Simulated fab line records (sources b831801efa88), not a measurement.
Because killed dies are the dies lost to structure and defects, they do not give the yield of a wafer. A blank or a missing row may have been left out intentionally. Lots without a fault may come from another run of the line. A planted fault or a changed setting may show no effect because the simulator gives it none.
Chamber matching -- flow gf180mcu -- rie-diel-04 running GF_HV_LDD_ETCHBACK_58: 4 sister chambers
The step etches Si3N4 in CH3F/O2, stops on SiO2, time 100 s, target depth 90 nm. 14 wafers are shown with their chamber, then 7 later ones without.

== WAFERS WITH THEIR CHAMBER ==
wafer,chamber,oes-product-au (a.u.),throttle-valve-pct (%),chamber-pressure-mTorr (mTorr)
L811.1,2,0.843,10.570,25.003
L811.2,0,0.840,10.553,24.994
L811.5,3,0.850,10.561,25.019
L810.2,0,0.850,10.566,24.991
L810.3,3,0.843,10.564,25.024
L810.5,3,0.848,10.556,24.994
L815.1,0,0.841,10.571,25.058
L815.3,3,0.852,10.560,24.957
L815.4,1,0.834,10.562,25.046
L817.1,3,0.849,10.563,24.973
L817.3,1,0.832,10.558,24.988
L817.6,0,0.831,10.578,24.986
L824.1,2,0.834,10.566,25.014
L824.4,1,0.836,10.560,24.975

SIGNATURES (averages over the wafers above)
reading,chamber 0,chamber 1,chamber 2,chamber 3,scatter within a chamber
oes-product-au,0.84050,0.83400,0.83850,0.84840,0.00524
throttle-valve-pct,10.56700,10.56000,10.56800,10.56080,0.00624
chamber-pressure-mTorr,25.00725,25.00300,25.00850,24.99340,0.0312
Rule: a wafer's distance from a chamber is the root of the sum, over the readings, of the square of ((its reading less the chamber's mean) divided by the reading's scatter). If the next closest chamber is less than 2 further off than the closest, the wafer can't be placed; otherwise it belongs to the closest. How the scatter is found: for the shown wafers, subtract from each reading the mean of its chamber, square and add these, divide the total by (wafers less chambers), then take the root.

== WAFERS WHOSE CHAMBER IS MISSING ==
wafer,oes-product-au (a.u.),throttle-valve-pct (%),chamber-pressure-mTorr (mTorr)
L824.5,0.826,10.560,25.007
L828.1,0.845,10.560,25.013
L828.5,0.849,10.570,25.016
L828.6,0.841,10.571,24.978
L829.2,0.845,10.551,24.993
L829.3,0.835,10.571,24.988
L829.4,0.854,10.561,25.021

== EACH ONE'S CHAMBER ==
wafer,from the rows above,in truth
L824.5,can't be placed: 1 or 2 or 0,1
L828.1,can't be placed: 3 or 0 or 2 or 1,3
L828.5,can't be placed: 3 or 0 or 2 or 1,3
L828.6,can't be placed: 0 or 2 or 3 or 1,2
L829.2,can't be placed: 3 or 1 or 0 or 2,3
L829.3,can't be placed: 2 or 0 or 1 or 3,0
L829.4,can't be placed: 3 or 0 or 2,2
Placed correctly: 0 of 7. Not placeable from these rows: 7 (in 7, the candidates include the true chamber). Number placed wrongly: 0.
